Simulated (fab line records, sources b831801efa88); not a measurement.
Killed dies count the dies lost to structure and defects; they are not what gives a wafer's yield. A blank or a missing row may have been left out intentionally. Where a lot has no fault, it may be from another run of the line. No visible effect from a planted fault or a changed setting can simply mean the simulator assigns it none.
Which of the tools did it? | flow gf180mcu | 6 lots with 17 wafers sampled at 2 steps, on a route of 602 steps

== WHAT THE GAUGES READ, wafer by wafer ==
GF_VT_IMPLANT_RS_MEAS_49: uses a four-point probe to measure.
lot  | measured     | on           | MVPSD_RS (ohm/sq)
L482 | day 7 22:34  | filmMetro-04 | 1164 1170 1169
L485 | day 8 20:19  | filmMetro-02 | 1163 1162 1166
L487 | day 9 06:17  | filmMetro-02 | 1168 1170 1167
L490 | day 10 02:55 | filmMetro-04 | 1169 1168 1169
L495 | day 11 11:07 | filmMetro-03 | 1171 1228
L500 | day 12 18:42 | filmMetro-03 | 1170 1171 1173

== WHICH TOOL RAN EACH LOT (tool, then ch and the chambers of the sampled wafers, then the start) ==
lot  | GF_MVPSD_IMPLANT_09
L482 | implanter-02 ch 0, day 5 08:01
L485 | implanter-02 ch 0, day 6 03:10
L487 | implanter-02 ch 0, day 6 12:19
L490 | implanter-02 ch 0, day 7 07:39
L495 | implanter-01 ch 0, day 8 13:15
L500 | implanter-02 ch 0, day 9 17:24
- GF_MVPSD_IMPLANT_09

== THE ANSWER, worked out from the rows above alone ==
Rule: the lots themselves supply what counts as usual. The widest of any qualifying gaps counts: lots, ordered by their means at a reading, are off when they make up no more than a third of the lots, leave a main group of 4 or more, and stand apart from it by 3 or more times the standard deviation of that group's means. Not used: any main group whose means are identical at the precision the tables above print for the reading. Also off: a lot with no number at a reading for which 4 or more lots have one. The other lots that the step has rows for count as sound.
Off: L495, seen at GF_VT_IMPLANT_RS_MEAS_49 (MVPSD_RS). The main group has a mean of 1168 ohm/sq with a standard deviation of 2.5.
If a tool, at a process step before that reading, ran all the lots that are off and no sound lot after the first of them, it fits. The gauges at GF_VT_IMPLANT_RS_MEAS_49 are tried like those tools. One candidate fits, namely implanter-01 at GF_MVPSD_IMPLANT_09. It ran no sound lot before its first lot that is off in this sample, so the start can't be narrowed down.

== WHAT THE SIMULATOR HAD PUT IN ==
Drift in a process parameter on implanter-01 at GF_MVPSD_IMPLANT_09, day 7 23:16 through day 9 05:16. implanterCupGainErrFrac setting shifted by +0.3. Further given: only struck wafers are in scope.
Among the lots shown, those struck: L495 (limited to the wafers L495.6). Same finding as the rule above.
